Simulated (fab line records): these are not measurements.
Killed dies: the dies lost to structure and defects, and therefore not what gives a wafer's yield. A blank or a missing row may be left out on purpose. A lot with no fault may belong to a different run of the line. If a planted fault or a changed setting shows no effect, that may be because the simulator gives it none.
fab line records	flow gf180mcu
[record] lots = 24	wafers = 72	last-day = 34
route steps=602 shown V3@450 M4@461 V5@565 TOP_METAL@569
lots with no fault: from the same line, run without faults
start-h: the number of hours between the record's first day and the start of the first shown wafer of the lot	wait-h: how many hours have passed since the lot's step before this one	" the same as in the row above	L1.1+2: a single row standing in for several wafers	- no value present, or no start provided	* or withheld: withheld	< > ~ a bound
route shown NAME@n: NAME is a module with steps in the file, n the number in the route of the first one	usual: average and standard deviation across the fault-free wafers	same: alike in all rows	chamber/n: place in a boat	sites: readings site by site	_std_site: the values' standard deviation	_edge_site: mean of outer sites minus mean of inner sites	radius-mm: how far each site lies from the wafer's centre	mask NAME#n: copy n	behind: the last tool/chamber to shape the wafer	hold: why the lot went on hold/how many hours it stayed there/how the hold came to an end	device: names the non-switching transistor (n, p or np)	end of line: the same wafers' tests at the end of the route	a step given without rows: its recipe and nothing more	killed: at the first sort, the dies lost to defects and structure; wafer yield is something else	map: per-die view of a wafer (x killed, . not killed, _ where there is no die)
set.NAME: the setting the step ran with; set.NAME@STEP: the setting that earlier step ran with	model.NAME: the simulator's own value behind a step, which no gauge read
a sample of lots followed through the steps of the route, with each step as a table and each wafer as a row
services: when a tool's chamber went out of use (start-h, in hours from the record's first day, below 0 if earlier), for how many hours, and the reason
[[steps]]
[step GF_V3_SPUTTER_21]
[recipe] material = Ti	target-thk-nm = 15	chamber-pressure-pa = 5	power-w = 2500	substrate-temp-c = 200	time-s = 80.02
[usual] substrate-temp-c = 199.99/0.16	throttle-valve-pct = 30.0/0.98
lot.wafer	tool	chamber	start-h	wait-h	substrate-temp-c	throttle-valve-pct
L074.1	pvd-sputter-02	-	522.80	0.0	199.97	30.9
L074.4	"	-	"	"	199.96	28.8
L074.5	"	-	"	"	200.17	31.0
L076.3	pvd-sputter-02	-	529.04	0.0	200.14	30.5
L076.4	"	-	"	"	200.05	28.5
L076.6	"	-	"	"	199.85	31.0
L075.1	pvd-sputter-03	-	530.65	0.0	199.93	30.4
L075.5	"	-	"	"	199.87	31.7
L075.6	"	-	"	"	199.81	30.6
L077.1	pvd-sputter-01	-	549.89	0.0	200.06	29.1
L077.5	"	-	"	"	199.90	29.2
L077.6	"	-	"	"	200.05	30.8
L078.2	pvd-sputter-01	-	560.21	0.0	199.99	29.7
L078.4	"	-	"	"	199.93	29.4
L078.5	"	-	"	"	199.95	29.2
L079.1	pvd-sputter-03	-	567.35	0.0	200.27	30.4
L079.4	"	-	"	"	199.99	29.4
L079.6	"	-	"	"	199.98	29.9
L081.1	pvd-sputter-01	-	574.24	0.0	199.62	29.4
L081.2	"	-	"	"	199.80	29.3
L081.6	"	-	"	"	199.85	29.3
L080.3	pvd-sputter-03	-	580.72	0.0	200.06	29.5
L080.4	"	-	"	"	200.15	29.8
L080.5	"	-	"	"	199.70	31.7
L082.2	pvd-sputter-01	-	589.51	0.0	200.11	29.2
L082.4	"	-	"	"	200.25	29.2
L082.5	"	-	"	"	199.81	29.1
L083.2	pvd-sputter-02	-	597.06	0.0	200.10	28.9
L083.3	"	-	"	"	200.00	30.8
L083.4	"	-	"	"	200.01	30.5
L084.1	pvd-sputter-02	-	604.55	0.0	199.95	28.5
L084.3	"	-	"	"	200.13	28.4
L084.6	"	-	"	"	199.95	30.5
L085.2	pvd-sputter-01	-	614.05	0.0	200.05	31.3
L085.4	"	-	"	"	199.79	29.0
L085.6	"	-	"	"	200.01	29.3
L086.3	pvd-sputter-03	-	617.07	0.0	200.02	31.9
L086.5	"	-	"	"	200.15	29.5
L086.6	"	-	"	"	200.00	30.7
L087.1	pvd-sputter-01	-	624.05	0.0	199.77	31.2
L087.2	"	-	"	"	199.85	29.2
L087.3	"	-	"	"	199.83	29.4
L088.3	pvd-sputter-03	-	627.26	0.0	200.16	32.0
L088.4	"	-	"	"	199.95	30.6
L088.6	"	-	"	"	200.09	31.9
L089.1	pvd-sputter-03	-	636.57	0.0	199.91	29.9
L089.3	"	-	"	"	200.02	32.0
L089.5	"	-	"	"	199.90	29.8
L090.1	pvd-sputter-01	-	644.19	0.0	200.23	29.4
L090.3	"	-	"	"	199.99	29.7
L090.6	"	-	"	"	199.78	29.1
L091.3	pvd-sputter-02	-	655.05	0.0	200.28	28.8
L091.4	"	-	"	"	199.66	30.6
L091.5	"	-	"	"	200.09	28.5
L092.3	pvd-sputter-03	-	658.06	0.0	200.35	30.4
L092.4	"	-	"	"	199.85	29.6
L092.6	"	-	"	"	199.99	31.7
L093.2	pvd-sputter-02	-	660.34	0.0	200.06	30.4
L093.4	"	-	"	"	200.20	31.0
L093.5	"	-	"	"	200.04	30.4
L094.1	pvd-sputter-03	-	671.71	0.0	200.05	29.4
L094.3	"	-	"	"	200.11	29.6
L094.5	"	-	"	"	199.99	29.5
L095.2	pvd-sputter-03	-	673.35	0.0	200.07	30.2
L095.3	"	-	"	"	200.14	29.9
L095.6	"	-	"	"	200.17	31.7
L096.3	pvd-sputter-03	-	682.79	0.0	200.06	29.4
L096.4	"	-	"	"	199.85	30.4
L096.6	"	-	"	"	200.18	30.5
L097.1	pvd-sputter-03	-	688.47	0.0	199.91	29.2
L097.2	"	-	"	"	200.07	29.9
L097.4	"	-	"	"	200.02	29.7
[step GF_M4_RS_MEAS_05]
[recipe] thk-meas-gauge = four-point-probe	reads = TiN_of_M4_SPUTTER_04+Ti_of_M4_SPUTTER_03+AlCu_of_M4_SPUTTER_02+TiN_of_M4_SPUTTER_01+Ti_of_M4_SPUTTER_00
[usual] M4_ALCU_RS = 0.0695/0.00093
lot.wafer	tool	chamber	start-h	wait-h	M4_ALCU_RS[ohm/sq]
L074.1	film-metro-03	-	523.71	0.0	0.0692
L074.4	"	-	"	"	0.0693
L074.5	"	-	"	"	0.0692
L076.3	film-metro-03	-	530.00	0.1	0.0685
L076.4	"	-	"	"	0.0692
L076.6	"	-	"	"	0.0685
L075.1	film-metro-02	-	531.56	0.0	0.0713
L075.5	"	-	"	"	0.0709
L075.6	"	-	"	"	0.0711
L077.1	film-metro-03	-	550.80	0.0	0.0687
L077.5	"	-	"	"	0.0702
L077.6	"	-	"	"	0.0699
L078.2	film-metro-02	-	561.15	0.0	0.0700
L078.4	"	-	"	"	0.0700
L078.5	"	-	"	"	0.0687
L079.1	film-metro-03	-	568.26	0.0	0.0693
L079.4	"	-	"	"	0.0682
L079.6	"	-	"	"	0.0692
L081.1	film-metro-04	-	575.78	0.0	0.0693
L081.2	"	-	"	"	0.0691
L081.6	"	-	"	"	0.0694
L080.3	film-metro-02	-	581.67	0.1	0.0686
L080.4	"	-	"	"	0.0692
L080.5	"	-	"	"	0.0682
L082.2	film-metro-02	-	590.44	0.0	0.0717
L082.4	"	-	"	"	0.0702
L082.5	"	-	"	"	0.0718
L083.2	film-metro-03	-	598.02	0.0	0.0694
L083.3	"	-	"	"	0.0689
L083.4	"	-	"	"	0.0689
L084.1	film-metro-04	-	605.58	0.0	0.0708
L084.3	"	-	"	"	0.0702
L084.6	"	-	"	"	0.0692
L085.2	film-metro-04	-	614.98	0.0	0.0689
L085.4	"	-	"	"	0.0675
L085.6	"	-	"	"	0.0686
L086.3	film-metro-02	-	618.03	0.1	0.0707
L086.5	"	-	"	"	0.0704
L086.6	"	-	"	"	0.0698
L087.1	film-metro-04	-	624.96	0.0	0.0688
L087.2	"	-	"	"	0.0690
L087.3	"	-	"	"	0.0692
L088.3	film-metro-02	-	628.21	0.1	0.0706
L088.4	"	-	"	"	0.0713
L088.6	"	-	"	"	0.0701
L089.1	film-metro-04	-	637.48	0.0	0.0695
L089.3	"	-	"	"	0.0685
L089.5	"	-	"	"	0.0688
L090.1	film-metro-04	-	645.22	0.0	0.0683
L090.3	"	-	"	"	0.0682
L090.6	"	-	"	"	0.0673
L091.3	film-metro-03	-	656.00	0.1	0.0696
L091.4	"	-	"	"	0.0695
L091.5	"	-	"	"	0.0696
L092.3	film-metro-02	-	659.02	0.1	0.0697
L092.4	"	-	"	"	0.0696
L092.6	"	-	"	"	0.0705
L093.2	film-metro-04	-	661.27	0.0	0.0685
L093.4	"	-	"	"	0.0693
L093.5	"	-	"	"	0.0693
L094.1	film-metro-02	-	672.63	0.0	0.0688
L094.3	"	-	"	"	0.0704
L094.5	"	-	"	"	0.0702
L095.2	film-metro-02	-	674.29	0.0	0.0688
L095.3	"	-	"	"	0.0698
L095.6	"	-	"	"	0.0695
L096.3	film-metro-03	-	683.74	0.1	0.0694
L096.4	"	-	"	"	0.0713
L096.6	"	-	"	"	0.0707
L097.1	film-metro-03	-	689.38	0.0	0.0703
L097.2	"	-	"	"	0.0700
L097.4	"	-	"	"	0.0702
[step GF_M4_CD_MEAS_14]
[recipe] target-cd-nm = 280
[usual] cd-nm = 280.2/1.1
lot.wafer	tool	chamber	start-h	wait-h	cd-nm
L074.1	cd-sem-02	-	546.28	0.1	279.3
L074.4	"	-	"	"	279.0
L074.5	"	-	"	"	278.9
L076.3	cd-sem-01	-	552.53	0.1	278.8
L076.4	"	-	"	"	278.6
L076.6	"	-	"	"	278.8
L075.1	cd-sem-01	-	553.72	0.1	281.3
L075.5	"	-	"	"	281.4
L075.6	"	-	"	"	281.4
L077.1	cd-sem-01	-	572.89	0.2	280.9
L077.5	"	-	"	"	280.4
L077.6	"	-	"	"	280.8
L078.2	cd-sem-02	-	582.51	0.1	278.8
L078.4	"	-	"	"	279.0
L078.5	"	-	"	"	279.2
L079.1	cd-sem-01	-	590.02	0.1	279.5
L079.4	"	-	"	"	280.1
L079.6	"	-	"	"	280.1
L081.1	cd-sem-02	-	597.02	0.1	281.0
L081.2	"	-	"	"	278.5
L081.6	"	-	"	"	279.3
L080.3	cd-sem-01	-	602.67	0.1	279.6
L080.4	"	-	"	"	280.6
L080.5	"	-	"	"	279.4
L082.2	cd-sem-01	-	611.49	0.1	279.7
L082.4	"	-	"	"	278.5
L082.5	"	-	"	"	279.3
L083.2	cd-sem-01	-	618.94	0.1	282.2
L083.3	"	-	"	"	280.8
L083.4	"	-	"	"	281.2
L084.1	cd-sem-02	-	625.88	0.1	280.9
L084.3	"	-	"	"	279.9
L084.6	"	-	"	"	281.2
L085.2	cd-sem-02	-	635.39	0.1	279.8
L085.4	"	-	"	"	280.9
L085.6	"	-	"	"	280.0
L086.3	cd-sem-02	-	638.11	0.1	279.0
L086.5	"	-	"	"	278.5
L086.6	"	-	"	"	278.4
L087.1	cd-sem-01	-	644.47	0.1	279.0
L087.2	"	-	"	"	279.9
L087.3	"	-	"	"	281.3
L088.3	cd-sem-02	-	648.47	0.2	280.9
L088.4	"	-	"	"	281.5
L088.6	"	-	"	"	280.9
L089.1	cd-sem-02	-	657.49	0.1	280.7
L089.3	"	-	"	"	281.2
L089.5	"	-	"	"	279.8
L090.1	cd-sem-02	-	664.73	0.1	282.6
L090.3	"	-	"	"	281.5
L090.6	"	-	"	"	281.3
L091.3	cd-sem-02	-	675.56	0.1	280.0
L091.4	"	-	"	"	280.8
L091.5	"	-	"	"	280.4
L092.3	cd-sem-02	-	678.52	0.1	280.8
L092.4	"	-	"	"	280.8
L092.6	"	-	"	"	281.2
L093.2	cd-sem-02	-	680.26	0.1	281.7
L093.4	"	-	"	"	279.6
L093.5	"	-	"	"	280.8
L094.1	cd-sem-02	-	691.17	0.1	280.7
L094.3	"	-	"	"	280.7
L094.5	"	-	"	"	280.6
L095.2	cd-sem-02	-	693.29	0.1	280.9
L095.3	"	-	"	"	281.0
L095.6	"	-	"	"	279.4
L096.3	cd-sem-01	-	703.02	0.1	278.3
L096.4	"	-	"	"	278.2
L096.6	"	-	"	"	278.8
L097.1	cd-sem-02	-	708.24	0.1	280.2
L097.2	"	-	"	"	279.3
L097.4	"	-	"	"	280.5
[step GF_V5_THK_MEAS_25]
[recipe] thk-meas-gauge = xrf	reads = W_of_V5_CVD_23
[usual] V5_W_THK = 336/5
lot.wafer	tool	chamber	start-h	wait-h	V5_W_THK[nm]
L074.1	film-metro-03	-	637.48	0.1	341
L074.4	"	-	"	"	338
L074.5	"	-	"	"	341
L076.3	film-metro-03	-	643.30	0.1	341
L076.4	"	-	"	"	336
L076.6	"	-	"	"	342
L075.1	film-metro-04	-	643.61	0.1	329
L075.5	"	-	"	"	333
L075.6	"	-	"	"	328
L077.1	film-metro-03	-	661.99	0.1	333
L077.5	"	-	"	"	338
L077.6	"	-	"	"	334
L078.2	film-metro-03	-	669.51	0.1	339
L078.4	"	-	"	"	335
L078.5	"	-	"	"	339
L079.1	film-metro-01	-	676.92	0.1	334
L079.4	"	-	"	"	329
L079.6	"	-	"	"	340
L081.1	film-metro-01	-	684.10	0.1	339
L081.2	"	-	"	"	338
L081.6	"	-	"	"	341
L080.3	film-metro-01	-	688.32	0.1	340
L080.4	"	-	"	"	333
L080.5	"	-	"	"	333
L082.2	film-metro-01	-	696.48	0.1	336
L082.4	"	-	"	"	337
L082.5	"	-	"	"	343
L083.2	film-metro-03	-	702.96	0.1	336
L083.3	"	-	"	"	339
L083.4	"	-	"	"	333
L084.1	film-metro-04	-	707.27	0.1	328
L084.3	"	-	"	"	323
L084.6	"	-	"	"	331
L085.2	film-metro-03	-	717.40	0.1	332
L085.4	"	-	"	"	335
L085.6	"	-	"	"	340
L086.3	film-metro-03	-	720.16	0.1	333
L086.5	"	-	"	"	341
L086.6	"	-	"	"	333
L087.1	film-metro-04	-	727.31	0.1	334
L087.2	"	-	"	"	334
L087.3	"	-	"	"	331
L088.3	film-metro-04	-	730.23	0.1	335
L088.4	"	-	"	"	336
L088.6	"	-	"	"	334
L089.1	film-metro-03	-	738.50	0.1	337
L089.3	"	-	"	"	338
L089.5	"	-	"	"	340
L090.1	film-metro-01	-	744.15	0.1	345
L090.3	"	-	"	"	342
L090.6	"	-	"	"	336
L091.3	film-metro-04	-	753.34	0.1	334
L091.4	"	-	"	"	332
L091.5	"	-	"	"	331
L092.3	film-metro-01	-	757.15	0.1	344
L092.4	"	-	"	"	338
L092.6	"	-	"	"	347
L093.2	film-metro-01	-	758.47	0.1	336
L093.4	"	-	"	"	330
L093.5	"	-	"	"	337
L094.1	film-metro-03	-	767.85	0.1	335
L094.3	"	-	"	"	339
L094.5	"	-	"	"	342
L095.2	film-metro-04	-	768.62	0.1	329
L095.3	"	-	"	"	327
L095.6	"	-	"	"	332
L096.3	film-metro-03	-	778.36	0.1	338
L096.4	"	-	"	"	336
L096.6	"	-	"	"	336
L097.1	film-metro-04	-	782.17	0.1	339
L097.2	"	-	"	"	328
L097.4	"	-	"	"	335
[step GF_TOP_METAL_SPUTTER_02]
[recipe] material = AlCu	target-thk-nm = 900	power-w = 10600	chamber-pressure-pa = 0.3	substrate-temp-c = 250	gas = Ar	time-s = 47.82
[usual] substrate-temp-c = 249.98/0.19	throttle-valve-pct = 30.1/1.2
lot.wafer	tool	chamber	start-h	wait-h	substrate-temp-c	throttle-valve-pct
L074.1	pvd-sputter-03	-	637.97	0.0	249.84	30.4
L074.4	"	-	"	"	249.93	32.1
L074.5	"	-	"	"	249.96	31.8
L076.3	pvd-sputter-03	-	643.77	0.0	250.04	29.6
L076.4	"	-	"	"	250.08	32.0
L076.6	"	-	"	"	250.09	32.1
L075.1	pvd-sputter-02	-	644.10	0.0	249.93	28.7
L075.5	"	-	"	"	249.76	30.7
L075.6	"	-	"	"	250.09	28.9
L077.1	pvd-sputter-02	-	662.48	0.0	249.61	28.6
L077.5	"	-	"	"	250.03	30.3
L077.6	"	-	"	"	250.19	30.9
L078.2	pvd-sputter-03	-	669.99	0.0	250.07	32.0
L078.4	"	-	"	"	249.97	29.5
L078.5	"	-	"	"	250.08	32.0
L079.1	pvd-sputter-02	-	677.41	0.0	249.85	30.2
L079.4	"	-	"	"	249.85	31.0
L079.6	"	-	"	"	249.96	28.3
L081.1	pvd-sputter-04	-	684.59	0.0	250.22	30.4
L081.2	"	-	"	"	249.99	31.9
L081.6	"	-	"	"	250.11	31.0
L080.3	pvd-sputter-02	-	688.79	0.0	250.06	28.8
L080.4	"	-	"	"	249.54	30.8
L080.5	"	-	"	"	249.90	28.5
L082.2	pvd-sputter-04	-	696.96	0.0	249.98	28.3
L082.4	"	-	"	"	249.91	31.8
L082.5	"	-	"	"	250.14	30.5
L083.2	pvd-sputter-03	-	703.44	0.0	250.23	30.4
L083.3	"	-	"	"	250.42	29.7
L083.4	"	-	"	"	250.08	29.6
L084.1	pvd-sputter-03	-	707.76	0.0	250.22	31.8
L084.3	"	-	"	"	250.50	30.5
L084.6	"	-	"	"	249.91	29.7
L085.2	pvd-sputter-02	-	717.88	0.0	249.97	30.5
L085.4	"	-	"	"	249.82	29.0
L085.6	"	-	"	"	249.90	30.5
L086.3	pvd-sputter-03	-	720.63	0.0	249.97	29.8
L086.5	"	-	"	"	249.93	29.9
L086.6	"	-	"	"	249.99	31.9
L087.1	pvd-sputter-04	-	727.81	0.0	250.04	32.0
L087.2	"	-	"	"	249.78	30.6
L087.3	"	-	"	"	249.76	28.5
L088.3	pvd-sputter-03	-	730.71	0.0	249.85	32.2
L088.4	"	-	"	"	249.84	29.3
L088.6	"	-	"	"	250.02	32.1
L089.1	pvd-sputter-02	-	738.99	0.0	249.93	30.9
L089.3	"	-	"	"	250.09	28.7
L089.5	"	-	"	"	249.99	29.1
L090.1	pvd-sputter-04	-	744.88	0.0	250.66	28.3
L090.3	"	-	"	"	249.88	30.5
L090.6	"	-	"	"	250.50	28.0
L091.3	pvd-sputter-04	-	753.81	0.0	249.98	30.4
L091.4	"	-	"	"	249.93	32.0
L091.5	"	-	"	"	250.14	30.6
L092.3	pvd-sputter-02	-	757.62	0.0	250.01	30.8
L092.4	"	-	"	"	249.65	30.6
L092.6	"	-	"	"	250.12	28.2
L093.2	pvd-sputter-02	-	758.96	0.0	249.83	30.8
L093.4	"	-	"	"	250.15	28.5
L093.5	"	-	"	"	250.04	30.4
L094.1	pvd-sputter-04	-	768.34	0.0	249.60	31.9
L094.3	"	-	"	"	250.26	30.5
L094.5	"	-	"	"	249.74	31.2
L095.2	pvd-sputter-02	-	769.11	0.0	249.65	28.6
L095.3	"	-	"	"	250.18	28.7
L095.6	"	-	"	"	249.79	30.7
L096.3	pvd-sputter-02	-	778.83	0.0	249.79	28.4
L096.4	"	-	"	"	250.09	29.2
L096.6	"	-	"	"	250.34	30.7
L097.1	pvd-sputter-02	-	782.66	0.0	249.73	30.8
L097.2	"	-	"	"	249.92	28.6
L097.4	"	-	"	"	250.10	29.2
[step GF_TOP_METAL_METAL_ETCH_16]
[recipe] chemistry = Cl2/BCl3	mask-material = NOVOLAK	target-depth-nm = 1077.5	stop-on = SiO2	pressure-mtorr = 8	icp-w = 800	bias-w = 140	Cl2_flow_sccm = 80	bcl3-flow-sccm = 40	time-s = 179.6
[usual] drypump-motor-current-A = 5.7/0.53	oes-product-au = 0.967/0.0073	throttle-valve-pct = 28.254/0.011
lot.wafer	tool	chamber	start-h	wait-h	drypump-motor-current-A	oes-product-au	rf-hours-counter-h	throttle-valve-pct
L074.1	rie-metal-01	0	657.90	0.0	6.2	0.960	3	28.262
L074.4	"	0	"	"	6.2	0.968	-	28.258
L074.5	"	1	"	"	6.5	0.974	-	28.239
L076.3	rie-metal-01	0	663.47	0.1	6.2	0.961	-	28.254
L076.4	"	1	"	"	6.5	0.977	-	28.256
L076.6	"	0	"	"	6.2	0.978	-	28.239
L075.1	rie-metal-03	1	663.65	0.0	5.9	0.964	10	28.253
L075.5	"	1	"	"	5.9	0.962	-	28.255
L075.6	"	0	"	"	5.9	0.964	-	28.258
L077.1	rie-metal-02	1	682.16	0.0	4.9	0.973	5	28.241
L077.5	"	1	"	"	4.9	0.971	-	28.246
L077.6	"	0	"	"	5.3	0.958	-	28.268
L078.2	rie-metal-03	1	689.11	0.1	5.8	0.973	-	28.263
L078.4	"	1	"	"	5.8	0.976	-	28.244
L078.5	"	1	"	"	5.9	0.969	-	28.244
L079.1	rie-metal-01	0	696.10	0.0	6.2	0.978	5	28.239
L079.4	"	0	"	"	6.2	0.975	-	28.251
L079.6	"	0	"	"	6.2	0.972	-	28.246
L081.1	rie-metal-02	1	703.50	0.0	4.9	0.966	6	28.248
L081.2	"	0	"	"	5.2	0.952	5	28.243
L081.6	"	0	"	"	5.2	0.963	-	28.263
L080.3	rie-metal-03	1	708.16	0.1	5.9	0.963	-	28.261
L080.4	"	1	"	"	5.9	0.954	-	28.266
L080.5	"	1	"	"	5.9	0.958	-	28.282
L082.2	rie-metal-01	0	715.45	0.0	6.2	0.962	6	28.272
L082.4	"	0	"	"	6.2	0.966	-	28.258
L082.5	"	0	"	"	6.2	0.956	-	28.266
L083.2	rie-metal-01	0	722.05	0.0	6.2	0.971	6	28.260
L083.3	"	0	"	"	6.2	0.952	-	28.256
L083.4	"	1	"	"	6.6	0.956	-	28.267
L084.1	rie-metal-02	0	725.85	0.0	5.2	0.966	6	28.258
L084.3	"	1	"	"	4.9	0.962	-	28.256
L084.6	"	1	"	"	4.9	0.965	-	28.264
L085.2	rie-metal-02	0	735.78	0.0	5.2	0.963	6	28.252
L085.4	"	0	"	"	5.2	0.964	-	28.253
L085.6	"	1	"	"	4.9	0.976	-	28.249
L086.3	rie-metal-03	0	738.10	0.1	5.9	0.963	-	28.266
L086.5	"	1	"	"	5.9	0.970	-	28.238
L086.6	"	0	"	"	5.9	0.952	-	28.246
L087.1	rie-metal-01	1	745.55	0.0	6.5	0.971	6	28.259
L087.2	"	0	"	"	6.2	0.971	7	28.254
L087.3	"	0	"	"	6.2	0.976	-	28.260
L088.3	rie-metal-03	1	748.24	0.1	5.9	0.969	-	28.234
L088.4	"	0	"	"	5.9	0.977	-	28.246
L088.6	"	1	"	"	5.9	0.971	-	28.247
L089.1	rie-metal-02	1	755.73	0.0	4.9	0.973	8	28.236
L089.3	"	1	"	"	4.9	0.961	-	28.247
L089.5	"	1	"	"	4.9	0.972	-	28.236
L090.1	rie-metal-03	1	761.43	0.0	5.9	0.982	15	28.236
L090.3	"	0	"	"	5.8	0.956	-	28.271
L090.6	"	0	"	"	5.8	0.967	-	28.253
L091.3	rie-metal-02	0	770.59	0.1	5.2	0.949	-	28.256
L091.4	"	1	"	"	4.9	0.968	-	28.266
L091.5	"	1	"	"	4.9	0.964	-	28.241
L092.3	rie-metal-02	0	773.99	0.1	5.2	0.962	-	28.273
L092.4	"	1	"	"	4.9	0.965	-	28.250
L092.6	"	1	"	"	4.9	0.973	-	28.265
L093.2	rie-metal-03	0	774.58	0.0	5.9	0.966	3	28.253
L093.4	"	1	"	"	5.9	0.985	-	28.236
L093.5	"	0	"	"	5.8	0.972	-	28.245
L094.1	rie-metal-03	1	784.58	0.0	5.9	0.961	16	28.270
L094.3	"	0	"	"	5.9	0.968	-	28.257
L094.5	"	1	"	"	5.9	0.979	-	28.245
L095.2	rie-metal-01	0	784.88	0.0	6.2	0.964	9	28.247
L095.3	"	0	"	"	6.2	0.970	-	28.249
L095.6	"	1	"	"	6.5	0.965	-	28.259
L096.3	rie-metal-03	0	794.09	0.1	5.9	0.981	-	28.244
L096.4	"	1	"	"	5.9	0.965	-	28.265
L096.6	"	1	"	"	5.9	0.963	-	28.240
L097.1	rie-metal-02	0	798.10	0.0	5.2	0.966	9	28.263
L097.2	"	1	"	"	4.9	0.963	10	28.247
L097.4	"	0	"	"	5.2	0.970	-	28.241
[[services]]
tool	chamber	start-h	hours	kind
pvd-sputter-01	-	505.14	5.0	repair
rie-metal-02	0	530.79	-	clean
pvd-sputter-02	-	565.14	2.4	repair
rie-metal-01	0	578.53	20.6	repair
pvd-sputter-03	-	586.31	6.3	repair
pvd-sputter-02	3	639.08	-	consumable-replace:kit
pvd-sputter-02	3	639.08	18.0	scheduled-down
pvd-sputter-02	3	639.08	18.0	vent-cycle
rie-metal-01	1	644.22	11.7	repair
pvd-sputter-01	-	651.45	4.4	repair
pvd-sputter-03	0	687.14	-	consumable-replace:kit
pvd-sputter-03	0	687.14	18.0	scheduled-down
pvd-sputter-03	0	687.14	18.0	vent-cycle
rie-metal-03	0	688.30	-	clean
rie-metal-03	0	688.30	21.1	scheduled-down
rie-metal-03	0	688.30	21.1	vent-cycle
pvd-sputter-04	-	712.88	0.8	repair
pvd-sputter-02	2	740.96	-	consumable-replace:kit
pvd-sputter-02	2	740.96	18.0	scheduled-down
pvd-sputter-02	2	740.96	18.0	vent-cycle
pvd-sputter-03	-	749.16	29.7	repair
pvd-sputter-02	-	766.58	2.1	repair
rie-metal-02	0	779.76	4.9	repair
rie-metal-03	0	796.38	5.5	repair
[[key]]
fault none
